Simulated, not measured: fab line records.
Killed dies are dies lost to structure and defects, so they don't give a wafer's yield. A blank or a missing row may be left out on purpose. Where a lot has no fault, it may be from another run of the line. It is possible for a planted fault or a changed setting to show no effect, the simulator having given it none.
Which tool is to blame? | flow gf180mcu | 12 lots with 35 wafers sampled at 5 steps, on a route of 602 steps

WHAT THE GAUGES SHOWED, per wafer
GF_M4_RS_MEAS_05: measures by four-point-probe. Usual: for M4_ALCU_RS the level is 0.0699 ohm/sq and the standard deviation is 0.00092.
lot  | measured     | on            | M4_ALCU_RS (ohm/sq)  | flag
L286 | day 21 22:42 | film-metro-02 | 0.0703 0.0687 0.0698 |
L287 | day 23 06:44 | film-metro-02 | 0.0680 0.0696 0.0697 |
L288 | day 23 22:25 | film-metro-01 | 0.0697 0.0714 0.0685 |
L289 | day 23 23:22 | film-metro-02 | 0.0705 0.0703 0.0699 |
L294 | day 25 17:47 | film-metro-01 | 0.0695 0.0697        |
L301 | day 28 02:13 | film-metro-01 | 0.0704 0.0708 0.0696 |
L303 | day 28 04:49 | film-metro-04 | 0.0699 0.0708 0.0708 |
L305 | day 28 20:54 | film-metro-02 | 0.0701 0.0698 0.0694 |
L306 | day 29 02:07 | film-metro-02 | 0.0703 0.0695 0.0700 |
L307 | day 29 11:19 | film-metro-02 | 0.0710 0.0699 0.0690 |
L308 | day 29 13:53 | film-metro-02 | 0.0698 0.0699 0.0701 |
L309 | day 29 19:30 | film-metro-02 | 0.0689 0.0690 0.0683 |

GF_V4_BOW_MEAS_05. Usual: for V4_BOW the level is 137 um and the standard deviation is 8.2.
lot  | measured     | on            | V4_BOW (um) | flag
L286 | day 22 23:58 | film-metro-04 | 134 132 142 |
L287 | day 24 06:18 | film-metro-01 | 127 138 121 |
L288 | day 24 21:16 | film-metro-01 | 145 135 139 |
L289 | day 24 22:24 | film-metro-04 | 130 137 138 |
L294 | day 26 15:27 | film-metro-04 | 123 150 - - |
L301 | day 28 22:36 | film-metro-01 | 141 147 146 |
L303 | day 29 01:36 | film-metro-04 | 144 146 134 |
L305 | day 29 17:22 | film-metro-01 | 132 134 136 |
L306 | day 29 22:52 | film-metro-03 | 127 138 132 |
L307 | day 30 07:20 | film-metro-04 | 134 140 117 |
L308 | day 30 10:38 | film-metro-04 | 136 155 149 |
L309 | day 30 15:38 | film-metro-04 | 143 141 133 |

WHICH TOOL RAN EACH LOT (tool, then ch and the chambers of the sampled wafers, then the start)
lot  | GF_M4_SPUTTER_00             | GF_M4_STRIP_17                       | GF_V4_CMP_04
L286 | pvd-sputter-03, day 21 22:29 | plasma-asher-01 ch 0,1, day 22 22:52 | cmp-01 ch 2,3, day 22 23:40
L287 | pvd-sputter-03, day 23 06:28 | plasma-asher-01 ch 0,1, day 24 04:52 | cmp-01 ch 0,2,3, day 24 06:02
L288 | pvd-sputter-03, day 23 22:11 | plasma-asher-01 ch 0,1, day 24 20:11 | cmp-01 ch 1,2,3, day 24 20:58
L289 | pvd-sputter-01, day 23 23:09 | plasma-asher-01 ch 0,1, day 24 21:08 | cmp-02 ch 0,1,2, day 24 22:09
L294 | pvd-sputter-01, day 25 17:32 | plasma-asher-01 ch 0,1, day 26 14:22 | cmp-02 ch 0,1, day 26 15:09
L301 | pvd-sputter-01, day 28 01:59 | plasma-asher-02 ch 0,1, day 28 21:27 | cmp-01 ch 0,1, day 28 22:21
L303 | pvd-sputter-01, day 28 04:35 | plasma-asher-02 ch 0, day 29 00:24   | cmp-01 ch 0,3, day 29 01:18
L305 | pvd-sputter-04, day 28 20:41 | plasma-asher-02 ch 0,1, day 29 16:16 | cmp-01 ch 0,1,2, day 29 17:07
L306 | pvd-sputter-04, day 29 01:54 | plasma-asher-02 ch 0,1, day 29 21:42 | cmp-02 ch 1,2,3, day 29 22:34
L307 | pvd-sputter-01, day 29 11:05 | plasma-asher-01 ch 0,1, day 30 06:13 | cmp-02 ch 0,1,3, day 30 07:01
L308 | pvd-sputter-04, day 29 13:39 | plasma-asher-03 ch 0,1, day 30 09:24 | cmp-01 ch 0,3, day 30 10:22
L309 | pvd-sputter-01, day 29 19:17 | plasma-asher-02 ch 0,1, day 30 14:31 | cmp-01 ch 0,3, day 30 15:20
- GF_M4_SPUTTER_00: material Ti, target thk 37.5 nm, time 150 s.
- GF_M4_STRIP_17: strips in O2/N2.
- GF_V4_CMP_04: polishes SiO2.

WHAT THE TOOLS THEMSELVES READ (means of the sampled wafers that have a number; where no wafer has one, the mark that the record gives instead)
GF_M4_SPUTTER_00. Usual: throttle-valve-pct 29.7 %, standard deviation 0.83.
lot  | tool           | throttle-valve-pct (%) | flag
L286 | pvd-sputter-03 | 28.2                   |
L287 | pvd-sputter-03 | 29.3                   |
L288 | pvd-sputter-03 | 28.7                   |
L289 | pvd-sputter-01 | 29.4                   |
L294 | pvd-sputter-01 | 29.3                   |
L301 | pvd-sputter-01 | 29.3                   |
L303 | pvd-sputter-01 | 29.8                   |
L305 | pvd-sputter-04 | 30.4                   |
L306 | pvd-sputter-04 | 29.5                   |
L307 | pvd-sputter-01 | 29.9                   |
L308 | pvd-sputter-04 | 29.5                   |
L309 | pvd-sputter-01 | 29.4                   |

GF_M4_STRIP_17. Usual: drypump-motor-current-A 6.1 A, standard deviation 0.36; heater-power-w 338 W, standard deviation 23; oes-product-au 0.538 a.u., standard deviation 0.0052; strip-time-to-endpoint-s 7.41 s, standard deviation 0.051.
lot  | tool            | drypump-motor-current-A (A) | heater-power-w (W) | oes-product-au (a.u.) | strip-time-to-endpoint-s (s) | flag
L286 | plasma-asher-01 | 6.2                         | 329                | 0.538                 | 7.43                         |
L287 | plasma-asher-01 | 6.3                         | 337                | 0.544                 | 7.41                         |
L288 | plasma-asher-01 | 6.2                         | 330                | 0.536                 | 7.34                         |
L289 | plasma-asher-01 | 6.3                         | 338                | 0.543                 | 7.51                         |
L294 | plasma-asher-01 | 6.2                         | 332                | 0.532                 | 7.38                         |
L301 | plasma-asher-02 | 5.7                         | 357                | 0.534                 | 7.36                         |
L303 | plasma-asher-02 | 5.6                         | 374                | 0.536                 | 7.40                         |
L305 | plasma-asher-02 | 5.7                         | 337                | 0.539                 | 7.42                         |
L306 | plasma-asher-02 | 5.7                         | 362                | 0.545                 | 7.45                         |
L307 | plasma-asher-01 | 6.3                         | 332                | 0.534                 | 7.40                         |
L308 | plasma-asher-03 | 6.6                         | 333                | 0.538                 | 7.42                         |
L309 | plasma-asher-02 | 5.7                         | 338                | 0.540                 | 7.39                         |

GF_V4_CMP_04. Usual: motor-current-A 12.0 A, standard deviation 1; time-to-endpoint-s 82 s, standard deviation 5.8.
lot  | tool   | motor-current-A (A) | time-to-endpoint-s (s) | flag
L286 | cmp-01 | 12.5                | 81                     |
L287 | cmp-01 | 12.1                | 72                     |
L288 | cmp-01 | 11.6                | 84                     |
L289 | cmp-02 | 12.9                | 87                     |
L294 | cmp-02 | 13.2                | 54                     | OFF
L301 | cmp-01 | 11.0                | 87                     |
L303 | cmp-01 | 11.6                | 82                     |
L305 | cmp-01 | 11.0                | 91                     |
L306 | cmp-02 | 12.4                | 76                     |
L307 | cmp-02 | 12.4                | 84                     |
L308 | cmp-01 | 12.0                | 86                     |
L309 | cmp-01 | 12.1                | 86                     |

THE ANSWER, worked out from the rows above alone
Rule: a lot is off if the mean of its wafers that have a number lies more than 3 standard deviations from the usual mean. Also off: a lot with no number at a reading for which 4 or more lots have one. Where the step has rows for the other lots, those lots are counted as sound. The gauges are gone through in route order, then the tools' own readings, and for those a lot's mean is taken as printed above. At the first step where some lot is off, the reading lying furthest off is the one used; lots without a number count as furthest.
Off, at GF_V4_CMP_04 on time-to-endpoint-s: L294.
A tool fits if, at that step or a process step before it, it ran every lot that is off, and no sound lot after the first of them. Not one of the candidates tried fits.

WHAT WAS PUT IN BY THE SIMULATOR
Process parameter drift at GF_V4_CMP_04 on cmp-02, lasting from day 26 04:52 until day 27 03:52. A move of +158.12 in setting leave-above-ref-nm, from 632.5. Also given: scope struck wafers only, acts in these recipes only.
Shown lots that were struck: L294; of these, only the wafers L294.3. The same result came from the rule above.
